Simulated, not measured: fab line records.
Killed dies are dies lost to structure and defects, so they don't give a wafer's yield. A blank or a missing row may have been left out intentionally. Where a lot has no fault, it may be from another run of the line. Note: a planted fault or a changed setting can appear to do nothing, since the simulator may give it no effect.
fab line records    flow sfq_line
[record] lots = 13  wafers = 39  last_day = 87
route steps=325 shown I0@50
lots with no fault: from the same line, run without faults
start_h: the number of hours between the record's first day and the start of the first shown wafer of the lot    wait_h: hours since the lot's step before    " same as the row above    L1.1+2: a row that stands for several wafers    - value missing, or start not given    * or withheld: withheld    < > ~ a bound
route shown NAME@n: NAME is a module with steps in the file, n the number in the route of the first one    usual: average and standard deviation across the fault-free wafers    same: alike in all rows    chamber/n: place in a boat    sites: the reading at each site    _std_site: the standard deviation of these    _edge_site: inner sites' mean taken away from outer sites' mean    radius_mm: how far each site lies from the wafer's centre    mask NAME#n: copy n    behind: the last tool/chamber to shape the wafer    hold: what put the lot on hold/how long, in hours/how the hold closed    device: whichever transistor did not switch (one of n, p or np)    end of line: tests of these same wafers at the route's end    a step without rows: its recipe alone    killed: the dies lost at the first sort to structure and to defects; this is not the yield of the wafer    map: dies across one wafer; x = killed, . = not, _ = none there
set.NAME: setting as actually run; set.NAME@STEP: the setting as run at that earlier step    model.NAME: the simulator's own value behind a step, which no gauge read
steps of the route over a sample of lots; a table a step, a row a wafer
services: when a tool's chamber went out of use (start_h, in hours from the record's first day, below 0 if earlier), for how many hours, and the reason
[[steps]]
[step SFQ_TRILAYER_I0_VIA_LITHO_EXPOSE_032]
[recipe] mask_id = I0  na = 0.6  source_shape = conventional  sigma_outer = 0.65  target_cd_nm = 500  dose_mj = 21.3
lot.wafer   tool            chamber  start_h  wait_h  mask
L175.1+5+6  krf_scanner-02  0        276.33   -       I0#0
L176.1+3+4  krf_scanner-02  0        282.33   -       I0#0
L177.2+4+6  krf_scanner-02  0        283.73   -       I0#0
L178.2+5+6  krf_scanner-02  0        295.73   -       I0#0
L179.1+5+6  krf_scanner-02  0        303.93   -       I0#0
L182.2+4+6  krf_scanner-01  0        339.90   -       I0#0
L188.3+4+6  krf_scanner-01  0        368.83   -       I0#0
L190.1+3+6  krf_scanner-02  0        387.39   -       I0#0
L191.1+3+4  krf_scanner-02  0        389.07   -       I0#0
L192.1+3+4  krf_scanner-02  0        533.44   -       I0#0
L196.1+3+5  krf_scanner-02  0        599.06   -       I0#0
L197.1+3+6  krf_scanner-02  0        605.06   -       I0#0
L198.2+5+6  krf_scanner-02  0        611.26   -       I0#0
[step SFQ_I0_OVL_MEAS_908]
[usual] I0_OVL = -1/5
lot.wafer  tool        chamber  start_h  wait_h  I0_OVL[nm]
L175.1     overlay-01  -        277.83   0.1     1
L175.5     "           -        "        "       -4
L175.6     "           -        "        "       -2
L176.1     overlay-02  -        283.99   0.1     -13
L176.3     "           -        "        "       -10
L176.4     "           -        "        "       -15
L177.2     overlay-01  -        285.04   0.1     1
L177.4     "           -        "        "       -4
L177.6     "           -        "        "       3
L178.2     overlay-02  -        297.04   0.1     1
L178.5     "           -        "        "       -3
L178.6     "           -        "        "       2
L179.1     overlay-02  -        305.43   0.1     4
L179.5     "           -        "        "       -1
L179.6     "           -        "        "       6
L182.2     overlay-02  -        341.21   0.1     42
L182.4     "           -        "        "       43
L182.6     "           -        "        "       44
L188.3     overlay-02  -        369.94   0.1     42
L188.4     "           -        "        "       33
L188.6     "           -        "        "       35
L190.1     overlay-02  -        388.89   0.1     1
L190.3     "           -        "        "       5
L190.6     "           -        "        "       2
L191.1     overlay-01  -        390.57   0.1     -5
L191.3     "           -        "        "       -8
L191.4     "           -        "        "       -6
L192.1     overlay-01  -        534.94   0.1     -5
L192.3     "           -        "        "       -4
L192.4     "           -        "        "       -5
L196.1     overlay-01  -        600.56   0.1     -7
L196.3     "           -        "        "       -3
L196.5     "           -        "        "       -4
L197.1     overlay-01  -        606.56   0.1     2
L197.3     "           -        "        "       10
L197.6     "           -        "        "       8
L198.2     overlay-01  -        612.57   0.1     -6
L198.5     "           -        "        "       -4
L198.6     "           -        "        "       -10
[[services]]
tool            chamber  start_h  hours  kind
krf_scanner-01  -        259.10   0.8    pm
krf_scanner-01  -        295.63   8.1    repair
krf_scanner-02  -        318.33   1.0    pm
krf_scanner-02  -        319.33   1.3    pm
krf_scanner-02  -        356.85   0.8    pm
krf_scanner-01  -        364.90   1.0    pm
krf_scanner-02  -        380.10   3.6    pm
krf_scanner-01  -        392.39   9.4    repair
krf_scanner-02  -        396.03   2.3    repair
krf_scanner-01  -        401.80   3.6    pm
krf_scanner-01  -        419.76   1.3    pm
krf_scanner-02  -        421.17   4.0    pm
krf_scanner-01  -        427.13   0.8    pm
krf_scanner-02  -        487.59   1.0    pm
krf_scanner-02  -        495.92   1.3    pm
krf_scanner-02  -        526.44   0.8    pm
krf_scanner-02  -        526.77   2.5    repair
krf_scanner-01  -        533.32   1.0    pm
krf_scanner-02  -        556.61   1.0    repair
krf_scanner-01  -        595.49   1.3    pm
krf_scanner-01  -        596.79   0.8    pm
[[key]]
[first_sign] step = SFQ_I0_OVL_MEAS_908  reading = I0_OVL  direction = up  sigmas = 8.3  usual = -1  struck = 40
effect none on later readings
met_at SFQ_TRILAYER_I0_VIA_LITHO_EXPOSE_032
struck_lots L182,L188
[fault] kind = scanner_matching_overlay  tool = krf_scanner-01  chamber = -  onset_h = 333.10  steps = SFQ_TRILAYER_I0_VIA_LITHO_EXPOSE_032  offset = 40.616
